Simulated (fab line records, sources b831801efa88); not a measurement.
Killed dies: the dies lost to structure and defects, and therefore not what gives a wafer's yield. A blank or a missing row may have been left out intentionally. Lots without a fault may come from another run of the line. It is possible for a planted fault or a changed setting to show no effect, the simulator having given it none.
A lot that was struck, set against a sound lot / flow gf180mcu / 14 steps out of a route of 602
Sound: wafers L598.2, L598.4, L598.5. Struck: wafers L589.2, L589.4, L589.5. Last of all comes the cause.
Per side, at each step with rows, come the tool, then ch with its chambers, and then its first start. Under that, the readings that differ: sound wafers / struck wafers / difference of the means / sigmas: that difference in standard deviations of wafers without a fault.
alike: readings with means less than 2 such deviations apart, plus words and numbers identical on both sides. not compared: withheld readings, readings lacking a value on some wafer, bounds such as >300 that could conceal the same value, and numbers that have no deviation in the record and whose values overlap.
The two part at a step that has a row with sigmas, a row that says differs or no value, or rows on one side only. Numbers that have no deviation but don't overlap get no sigmas and don't part them. Lack of a reading on every wafer of one side parts them only where that side has two or more wafers.

first, 2 steps without rows for these wafers: GF_M1_CLEAN_19 (cleans in DIW); GF_V1_CVD_00 (deposits SiO2, target thk 600 nm, time 100 s).
GF_V1_THK_MEAS_01:
  sound: film-metro-01 at day 22 10:08; struck: film-metro-02 at day 19 00:04
  alike: V1_CVD_00_THK
GF_V1_CVD_02: deposits SiO2 from TEOS, target thk 850 nm, time 94.851 s.
  sound on pecvd-01 ch 0,2, day 22 10:11; struck on pecvd-03 ch 1,2, day 19 00:07
  alike: heater-power-w
GF_V1_THK_MEAS_03:
  sound: film-metro-01 at day 22 10:16; struck: film-metro-01 at day 19 00:12
  alike: V1_CVD_02_THK
GF_V1_CMP_04: polishes SiO2.
  sound on cmp-02 ch 0,3, day 22 10:22; struck on cmp-01 ch 0,1, day 19 00:15
  alike: edge-zone-pressure-frac, motor-current-A, time-to-endpoint-s
GF_V1_BOW_MEAS_05:
  sound: film-metro-01 at day 22 10:38; struck: film-metro-02 at day 19 00:34
  alike: V1_BOW
then, 5 steps without rows for these wafers: GF_V1_DEHYDRATE_06 (time 60 s); GF_V1_HMDS_07 (prime time 60 s); GF_V1_COAT_08; GF_V1_COAT_09 (resist thk 1000 nm); GF_V1_SOFTBAKE_10 (time 60 s).
GF_V1_EXPOSE_11: exposes mask Via1, target cd 260 nm.
  struck on krf-scanner-01, day 19 12:52; sound on krf-scanner-02 ch 0, day 22 22:25
  no value came back on the struck wafers for exposure-dose-mJ-cm2, focus-offset-nm (nm), reticle-temp-C (C); on the sound wafers exposure-dose-mJ-cm2 reads 38.03 37.97 37.96
  alike: mask
then, 1 step without rows for these wafers: GF_V1_PEB_12 (peb time 90 s).

WHERE THEY PART
At GF_V1_EXPOSE_11 and nowhere else, as far as this record goes.

WHY: what had been put in by the simulator
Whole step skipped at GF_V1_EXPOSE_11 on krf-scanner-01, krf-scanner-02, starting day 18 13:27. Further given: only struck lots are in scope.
